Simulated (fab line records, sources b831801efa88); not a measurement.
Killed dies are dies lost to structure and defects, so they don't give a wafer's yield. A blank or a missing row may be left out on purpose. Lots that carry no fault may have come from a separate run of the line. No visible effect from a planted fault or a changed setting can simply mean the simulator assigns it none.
The same fault as seen by 2 desks || flow sky130 || each desk holds nothing but its own numbers, with what lay behind them at the end

FROM THE METROLOGY DESK
Lot by lot, what the gauges showed, no matter which tool ran the lot: averages of those sampled wafers that carry a number. A lot is out of limits, marked OUT, if its mean lies more than 4 standard deviations from the usual mean; the brackets give that distance.
Columns: A = VIA2_OVL at SKY_VIA2_OVL_MEAS_13, usual 1 nm; B = VIA2_W_THK at SKY_VIA2_THK_MEAS_23, usual 428 nm
{"lot": "L591", "first seen here": "day 36 01:43", "A": -1, "B": 434}
{"lot": "L592", "first seen here": "day 36 11:31", "A": 0, "B": 417}
{"lot": "L594", "first seen here": "day 36 23:56", "A": 3, "B": 432}
{"lot": "L597", "first seen here": "day 37 22:23", "A": -1, "B": 422}
{"lot": "L598", "first seen here": "day 38 05:11", "A": 4, "B": 435}
{"lot": "L603", "first seen here": "day 39 21:14", "A": 1, "B": 415}
{"lot": "L604", "first seen here": "day 40 06:35", "A": 1, "B": 422}
{"lot": "L605", "first seen here": "day 40 10:13", "A": -3, "B": 422}
{"lot": "L606", "first seen here": "day 42 01:05", "A": 3, "B": 420}
{"lot": "L609", "first seen here": "day 42 07:14", "A": -1, "B": 420}
{"lot": "L610", "first seen here": "day 42 09:20", "A": 3, "B": 436}
{"lot": "L608", "first seen here": "day 42 09:31", "A": -2, "B": 419}
{"lot": "L614", "first seen here": "day 42 20:47", "A": -6, "B": 440}
Result from this desk: across the 13 lots, nothing is out of limits.

TOOL OWNER'S DESK, rie_diel-03
The tool's own readings at SKY_SPACER_ETCHBACK_02 (etches Si3N4 in CH3F/O2, stops on SiO2, time 46.7 s, target depth 45 nm): means of the sampled wafers that have a number, for each lot that ran on this tool. A lot is out of limits, marked OUT, if its mean lies more than 4 standard deviations from the usual mean; the brackets give that distance.
Columns: A = ch3f_flow_sccm at SKY_SPACER_ETCHBACK_02, usual 40.00 sccm; B = drypump_motor_current_A at SKY_SPACER_ETCHBACK_02, usual 5.6 A; C = oes_product_au at SKY_SPACER_ETCHBACK_02, usual 0.857 a.u.; D = throttle_valve_pct at SKY_SPACER_ETCHBACK_02, usual 10.563 %
{"lot": "L594", "first seen here": "day 23 19:57", "A": 40.13, "B": 5.8, "C": 0.858, "D": 10.561}
{"lot": "L597", "first seen here": "day 24 23:43", "A": 40.12, "B": 5.6, "C": 0.853, "D": 10.556}
{"lot": "L603", "first seen here": "day 27 08:45", "A": 40.03, "B": 5.8, "C": 0.858, "D": 10.558}
{"lot": "L604", "first seen here": "day 27 17:28", "A": 39.98, "B": 5.9, "C": 0.851, "D": 10.555}
{"lot": "L606", "first seen here": "day 30 01:31", "A": 39.97, "B": 5.5, "C": 0.850, "D": 10.556}
{"lot": "L608", "first seen here": "day 30 05:17", "A": 40.06, "B": 5.8, "C": 0.856, "D": 10.563}
{"lot": "L614", "first seen here": "day 31 01:14", "A": 39.92, "B": 6.1, "C": 0.854, "D": 10.564}
Result from this desk: across the 7 lots, nothing is out of limits.

BROUGHT TOGETHER
Nothing out of limits was seen by the metrology desk.
Nothing out of limits was seen by the tool owner's desk.

WHAT WAS PUT IN BY THE SIMULATOR
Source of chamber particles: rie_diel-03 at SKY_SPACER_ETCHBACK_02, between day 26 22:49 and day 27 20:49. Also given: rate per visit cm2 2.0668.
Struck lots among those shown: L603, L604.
